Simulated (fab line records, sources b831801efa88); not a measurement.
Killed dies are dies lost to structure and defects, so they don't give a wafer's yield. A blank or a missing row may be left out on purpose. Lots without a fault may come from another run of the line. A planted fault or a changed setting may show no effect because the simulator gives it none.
Which tool did it? | flow sky130 | 24 lots, 72 wafers sampled, at 6 steps of a route of 708

WHAT THE GAUGES READ, wafer by wafer
The record holds no reading of a measuring or inspecting step that can be judged against a usual standard deviation.

WHICH TOOL RAN EACH LOT (tool, then ch and the chambers of the sampled wafers, then the start)
lot  | SKY_METAL2_SPUTTER_03        | SKY_VIA3_ETCH_15                   | SKY_METAL4_SPUTTER_01        | SKY_CAP2M_CVD_00                | SKY_VIA4_SPUTTER_17          | SKY_METAL5_DESCUM_14
L074 | pvd_sputter-02, day 33 17:18 | rie_diel-01 ch 0,3, day 39 10:28   | pvd_sputter-04, day 39 11:53 | pecvd-04 ch 1,2, day 39 12:01   | pvd_sputter-04, day 42 16:03 | rie_metal-03 ch 0,1, day 43 15:44
L075 | pvd_sputter-04, day 34 10:15 | rie_diel-01 ch 1,2, day 40 03:10   | pvd_sputter-01, day 40 04:32 | pecvd-04 ch 0,1,2, day 40 04:40 | pvd_sputter-03, day 43 05:41 | rie_metal-01 ch 0,1, day 44 04:50
L076 | pvd_sputter-04, day 34 13:35 | rie_diel-01 ch 0,1,2, day 40 04:37 | pvd_sputter-04, day 40 05:58 | pecvd-02 ch 0,2, day 40 06:05   | pvd_sputter-02, day 43 07:08 | rie_metal-04 ch 0,1, day 44 06:16
L077 | pvd_sputter-04, day 35 05:19 | rie_diel-01 ch 0,1,2, day 40 19:30 | pvd_sputter-01, day 40 20:53 | pecvd-03 ch 0,1, day 40 21:01   | pvd_sputter-03, day 43 21:52 | rie_metal-03 ch 0,1, day 44 21:08
L078 | pvd_sputter-01, day 35 06:37 | rie_diel-02 ch 0,1, day 40 20:23   | pvd_sputter-04, day 40 21:45 | pecvd-02 ch 1,2, day 40 21:53   | pvd_sputter-02, day 43 22:28 | rie_metal-04 ch 0,1, day 44 21:25
L079 | pvd_sputter-02, day 35 21:32 | rie_diel-02 ch 2,3, day 41 10:35   | pvd_sputter-01, day 41 11:55 | pecvd-02 ch 0,1,2, day 41 12:03 | pvd_sputter-04, day 44 12:14 | rie_metal-04 ch 0,1, day 45 10:05
L080 | pvd_sputter-02, day 35 23:44 | rie_diel-02 ch 0,2,3, day 41 11:58 | pvd_sputter-03, day 41 13:34 | pecvd-04 ch 1,2, day 41 13:41   | pvd_sputter-03, day 44 13:13 | rie_metal-03 ch 1, day 45 11:10
L081 | pvd_sputter-01, day 36 08:27 | rie_diel-04 ch 1,3, day 41 18:05   | pvd_sputter-04, day 41 19:50 | pecvd-03 ch 0,1, day 41 19:58   | pvd_sputter-02, day 44 19:37 | rie_metal-04 ch 0,1, day 45 17:40
L083 | pvd_sputter-02, day 37 03:58 | rie_diel-02 ch 0,1,3, day 42 13:23 | pvd_sputter-03, day 42 14:53 | pecvd-02 ch 0,2, day 42 15:01   | pvd_sputter-02, day 45 13:30 | rie_metal-01 ch 0,1, day 46 10:52
L082 | pvd_sputter-01, day 37 05:55 | rie_diel-04 ch 1,2,3, day 42 15:02 | pvd_sputter-01, day 42 16:24 | pecvd-03 ch 0, day 42 16:32     | pvd_sputter-02, day 45 14:11 | rie_metal-04 ch 0,1, day 46 11:56
L084 | pvd_sputter-02, day 37 16:15 | rie_diel-04 ch 2,3, day 42 23:54   | pvd_sputter-03, day 43 01:15 | pecvd-02 ch 1,2, day 43 01:23   | pvd_sputter-02, day 45 21:59 | rie_metal-03 ch 0,1, day 46 19:47
L085 | pvd_sputter-02, day 37 17:25 | rie_diel-04 ch 1,3, day 43 00:34   | pvd_sputter-04, day 43 01:55 | pecvd-03 ch 0,2, day 43 02:02   | pvd_sputter-04, day 45 22:01 | rie_metal-01 ch 0,1, day 46 19:55
L086 | pvd_sputter-02, day 37 22:40 | rie_diel-01 ch 0,2, day 43 05:46   | pvd_sputter-04, day 43 07:06 | pecvd-03 ch 0, day 43 07:14     | pvd_sputter-03, day 46 02:50 | rie_metal-04 ch 0,1, day 46 23:05
L087 | pvd_sputter-02, day 38 03:25 | rie_diel-02 ch 0,2, day 43 11:01   | pvd_sputter-03, day 43 12:23 | pecvd-04 ch 0,1,2, day 43 12:31 | pvd_sputter-04, day 46 08:02 | rie_metal-03 ch 0,1, day 47 04:41
L088 | pvd_sputter-01, day 38 13:25 | rie_diel-01 ch 0,1,2, day 43 18:24 | pvd_sputter-01, day 43 19:44 | pecvd-04 ch 1,2, day 43 19:52   | pvd_sputter-04, day 46 15:02 | rie_metal-03 ch 0,1, day 47 12:37
L089 | pvd_sputter-01, day 38 22:32 | rie_diel-01 ch 0,2,3, day 44 02:51 | pvd_sputter-03, day 44 04:11 | pecvd-02 ch 0,1, day 44 04:19   | pvd_sputter-04, day 46 22:58 | rie_metal-04 ch 0,1, day 47 19:01
L090 | pvd_sputter-01, day 39 05:11 | rie_diel-04 ch 0,2,3, day 44 09:21 | pvd_sputter-04, day 44 10:44 | pecvd-04 ch 1,2, day 44 10:52   | pvd_sputter-02, day 47 04:31 | rie_metal-04 ch 0, day 48 00:16
L092 | pvd_sputter-04, day 39 08:22 | rie_diel-01 ch 2,3, day 44 13:02   | pvd_sputter-01, day 44 14:23 | pecvd-02 ch 0,1,2, day 44 14:31 | pvd_sputter-02, day 47 08:01 | rie_metal-01 ch 0,1, day 48 04:29
L091 | pvd_sputter-02, day 39 12:49 | rie_diel-01 ch 0,2,3, day 44 16:22 | pvd_sputter-03, day 44 17:42 | pecvd-04 ch 0,1,2, day 44 17:50 | pvd_sputter-02, day 47 11:22 | rie_metal-04 ch 0,1, day 48 07:47
L093 | pvd_sputter-01, day 39 23:04 | rie_diel-01 ch 0,1,3, day 45 00:32 | pvd_sputter-03, day 45 01:52 | pecvd-03 ch 1,2, day 45 02:00   | pvd_sputter-04, day 47 18:05 | rie_metal-04 ch 0,1, day 48 14:05
L094 | pvd_sputter-02, day 40 03:37 | rie_diel-01 ch 0,1,3, day 45 05:09 | pvd_sputter-04, day 45 06:30 | pecvd-02 ch 1,2, day 45 06:38   | pvd_sputter-02, day 47 22:52 | rie_metal-03 ch 0,1, day 48 19:05
L095 | pvd_sputter-01, day 40 09:55 | rie_diel-02 ch 0,2,3, day 45 09:22 | pvd_sputter-03, day 45 10:43 | pecvd-03 ch 0,2, day 45 10:50   | pvd_sputter-03, day 48 02:04 | rie_metal-01 ch 0,1, day 48 21:16
L096 | pvd_sputter-04, day 40 20:55 | rie_diel-02 ch 1,3, day 45 19:35   | pvd_sputter-03, day 45 20:55 | pecvd-02 ch 0,1, day 45 21:03   | pvd_sputter-03, day 48 12:54 | rie_metal-01 ch 1, day 49 07:17
L097 | pvd_sputter-01, day 41 04:46 | rie_diel-02 ch 0,1,2, day 46 02:05 | pvd_sputter-03, day 46 03:27 | pecvd-03 ch 0,2, day 46 03:35   | pvd_sputter-04, day 48 17:31 | rie_metal-03 ch 0,1, day 49 12:19
- SKY_METAL2_SPUTTER_03: material Ti, target thk 5 nm, time 3.3 s.
- SKY_VIA3_ETCH_15: etches SiO2 in C4F8/O2/Ar, stops on TiN, target depth 507 nm, time 78 s.
- SKY_METAL4_SPUTTER_01: material TiN, target thk 20 nm, time 16.7 s.
- SKY_CAP2M_CVD_00: deposits SiO2, target thk 15.5 nm.
- SKY_VIA4_SPUTTER_17: material TiN, target thk 20 nm, time 80 s.
- SKY_METAL5_DESCUM_14: chemistry O2, time 11 s.

WHAT THE TOOLS THEMSELVES READ (means of the sampled wafers that have a number; where no wafer has one, the mark that the record gives instead)
SKY_METAL2_SPUTTER_03. Usual: throttle_valve_pct 30.2 %, standard deviation 1.
lot  | tool           | throttle_valve_pct (%) | flag
L074 | pvd_sputter-02 | 31.1                   |
L075 | pvd_sputter-04 | 29.2                   |
L076 | pvd_sputter-04 | 30.2                   |
L077 | pvd_sputter-04 | 29.8                   |
L078 | pvd_sputter-01 | 29.8                   |
L079 | pvd_sputter-02 | 31.1                   |
L080 | pvd_sputter-02 | 29.9                   |
L081 | pvd_sputter-01 | 30.5                   |
L083 | pvd_sputter-02 | 31.0                   |
L082 | pvd_sputter-01 | 30.8                   |
L084 | pvd_sputter-02 | 30.5                   |
L085 | pvd_sputter-02 | 30.6                   |
L086 | pvd_sputter-02 | 31.1                   |
L087 | pvd_sputter-02 | 30.6                   |
L088 | pvd_sputter-01 | 29.2                   |
L089 | pvd_sputter-01 | 29.9                   |
L090 | pvd_sputter-01 | 30.5                   |
L092 | pvd_sputter-04 | 29.8                   |
L091 | pvd_sputter-02 | 31.1                   |
L093 | pvd_sputter-01 | 31.3                   |
L094 | pvd_sputter-02 | 30.6                   |
L095 | pvd_sputter-01 | 29.1                   |
L096 | pvd_sputter-04 | 29.0                   |
L097 | pvd_sputter-01 | 30.0                   |

SKY_VIA3_ETCH_15. Usual: oes_product_au 0.938 a.u., standard deviation 0.0049.
lot  | tool        | oes_product_au (a.u.) | flag
L074 | rie_diel-01 | 0.938                 |
L075 | rie_diel-01 | 0.935                 |
L076 | rie_diel-01 | 0.942                 |
L077 | rie_diel-01 | 0.936                 |
L078 | rie_diel-02 | 0.941                 |
L079 | rie_diel-02 | 0.939                 |
L080 | rie_diel-02 | 0.937                 |
L081 | rie_diel-04 | 0.935                 |
L083 | rie_diel-02 | 0.933                 |
L082 | rie_diel-04 | 0.932                 |
L084 | rie_diel-04 | 0.939                 |
L085 | rie_diel-04 | 0.942                 |
L086 | rie_diel-01 | 0.938                 |
L087 | rie_diel-02 | 0.936                 |
L088 | rie_diel-01 | 0.943                 |
L089 | rie_diel-01 | 0.939                 |
L090 | rie_diel-04 | 0.937                 |
L092 | rie_diel-01 | 0.937                 |
L091 | rie_diel-01 | 0.937                 |
L093 | rie_diel-01 | 0.939                 |
L094 | rie_diel-01 | 0.944                 |
L095 | rie_diel-02 | 0.941                 |
L096 | rie_diel-02 | 0.940                 |
L097 | rie_diel-02 | 0.935                 |

SKY_METAL4_SPUTTER_01. Usual: throttle_valve_pct 30.0 %, standard deviation 0.98.
lot  | tool           | throttle_valve_pct (%) | flag
L074 | pvd_sputter-04 | 30.2                   |
L075 | pvd_sputter-01 | 30.8                   |
L076 | pvd_sputter-04 | 29.5                   |
L077 | pvd_sputter-01 | 30.4                   |
L078 | pvd_sputter-04 | 30.0                   |
L079 | pvd_sputter-01 | 30.0                   |
L080 | pvd_sputter-03 | 30.0                   |
L081 | pvd_sputter-04 | 29.2                   |
L083 | pvd_sputter-03 | 30.5                   |
L082 | pvd_sputter-01 | 29.5                   |
L084 | pvd_sputter-03 | 29.9                   |
L085 | pvd_sputter-04 | 29.8                   |
L086 | pvd_sputter-04 | 29.6                   |
L087 | pvd_sputter-03 | 29.9                   |
L088 | pvd_sputter-01 | 30.5                   |
L089 | pvd_sputter-03 | 30.3                   |
L090 | pvd_sputter-04 | 30.7                   |
L092 | pvd_sputter-01 | 30.3                   |
L091 | pvd_sputter-03 | 30.2                   |
L093 | pvd_sputter-03 | 29.7                   |
L094 | pvd_sputter-04 | 29.1                   |
L095 | pvd_sputter-03 | 30.5                   |
L096 | pvd_sputter-03 | 30.2                   |
L097 | pvd_sputter-03 | 30.7                   |

SKY_CAP2M_CVD_00. Usual: heater_power_w 682 W, standard deviation 84.
lot  | tool     | heater_power_w (W) | flag
L074 | pecvd-04 | 760                |
L075 | pecvd-04 | 654                |
L076 | pecvd-02 | 659                |
L077 | pecvd-03 | 671                |
L078 | pecvd-02 | 738                |
L079 | pecvd-02 | 712                |
L080 | pecvd-04 | 661                |
L081 | pecvd-03 | 740                |
L083 | pecvd-02 | 637                |
L082 | pecvd-03 | 632                |
L084 | pecvd-02 | 768                |
L085 | pecvd-03 | 669                |
L086 | pecvd-03 | 609                |
L087 | pecvd-04 | 647                |
L088 | pecvd-04 | 661                |
L089 | pecvd-02 | 621                |
L090 | pecvd-04 | 725                |
L092 | pecvd-02 | 692                |
L091 | pecvd-04 | 674                |
L093 | pecvd-03 | 805                |
L094 | pecvd-02 | 698                |
L095 | pecvd-03 | 670                |
L096 | pecvd-02 | 574                |
L097 | pecvd-03 | 669                |

SKY_VIA4_SPUTTER_17. Usual: throttle_valve_pct 30.3 %, standard deviation 0.89.
lot  | tool           | throttle_valve_pct (%) | flag
L074 | pvd_sputter-04 | 29.3                   |
L075 | pvd_sputter-03 | 30.1                   |
L076 | pvd_sputter-02 | 31.2                   |
L077 | pvd_sputter-03 | 30.5                   |
L078 | pvd_sputter-02 | 31.1                   |
L079 | pvd_sputter-04 | 29.5                   |
L080 | pvd_sputter-03 | 29.9                   |
L081 | pvd_sputter-02 | 30.6                   |
L083 | pvd_sputter-02 | 31.2                   |
L082 | pvd_sputter-02 | 30.6                   |
L084 | pvd_sputter-02 | 31.0                   |
L085 | pvd_sputter-04 | 29.7                   |
L086 | pvd_sputter-03 | 30.4                   |
L087 | pvd_sputter-04 | 30.6                   |
L088 | pvd_sputter-04 | 29.4                   |
L089 | pvd_sputter-04 | 29.3                   |
L090 | pvd_sputter-02 | 31.1                   |
L092 | pvd_sputter-02 | 30.6                   |
L091 | pvd_sputter-02 | 30.5                   |
L093 | pvd_sputter-04 | 30.9                   |
L094 | pvd_sputter-02 | 30.6                   |
L095 | pvd_sputter-03 | 30.4                   |
L096 | pvd_sputter-03 | 30.4                   |
L097 | pvd_sputter-04 | 29.5                   |

SKY_METAL5_DESCUM_14. Usual: drypump_motor_current_A 5.6 A, standard deviation 0.46; he_backside_leak_sccm 3.31 sccm, standard deviation 0.27; oes_product_au 1.001 a.u., standard deviation 0.013.
lot  | tool         | drypump_motor_current_A (A) | he_backside_leak_sccm (sccm) | oes_product_au (a.u.) | flag
L074 | rie_metal-03 | 5.8                         | 3.39                         | 1.004                 |
L075 | rie_metal-01 | 5.5                         | 3.31                         | 1.005                 |
L076 | rie_metal-04 | 5.3                         | 3.34                         | 0.996                 |
L077 | rie_metal-03 | 5.8                         | 3.25                         | 0.997                 |
L078 | rie_metal-04 | 5.5                         | 3.43                         | 0.999                 |
L079 | rie_metal-04 | 5.5                         | 3.68                         | 0.996                 |
L080 | rie_metal-03 | 6.5                         | 3.03                         | 1.015                 |
L081 | rie_metal-04 | 5.3                         | 3.33                         | 0.996                 |
L083 | rie_metal-01 | 5.5                         | 3.23                         | 0.991                 |
L082 | rie_metal-04 | 5.5                         | 3.31                         | 1.001                 |
L084 | rie_metal-03 | 5.8                         | 3.56                         | 1.010                 |
L085 | rie_metal-01 | 5.4                         | 3.24                         | 0.983                 |
L086 | rie_metal-04 | 5.4                         | 3.29                         | 0.998                 |
L087 | rie_metal-03 | 6.1                         | 3.21                         | 1.006                 |
L088 | rie_metal-03 | 6.1                         | 3.30                         | 1.005                 |
L089 | rie_metal-04 | 5.5                         | 3.21                         | 1.000                 |
L090 | rie_metal-04 | 5.6                         | 3.06                         | 0.995                 |
L092 | rie_metal-01 | 5.4                         | 3.34                         | 0.994                 |
L091 | rie_metal-04 | 5.3                         | 3.41                         | 0.989                 |
L093 | rie_metal-04 | 5.3                         | 3.26                         | 1.001                 |
L094 | rie_metal-03 | 5.8                         | 3.45                         | 1.009                 |
L095 | rie_metal-01 | 5.3                         | 3.27                         | 1.011                 |
L096 | rie_metal-01 | 5.1                         | 3.18                         | 1.013                 |
L097 | rie_metal-03 | 5.8                         | 3.50                         | 1.013                 |

THE ANSWER, worked out from the rows above alone
Rule: a lot is off if the mean of its wafers that have a number lies more than 3 standard deviations from the usual mean. A lot without any number at a reading at which 4 lots or more have one is off too. The other lots that the step has rows for count as sound. The gauges are gone through in route order, then the tools' own readings, and for those a lot's mean is taken as printed above. The first step at which some lot is off is used, and at that step the reading that is off furthest; a lot without a number counts as furthest.
No lot is off at any reading shown: from this, nothing can be told.

WHAT THE SIMULATOR HAD PUT IN
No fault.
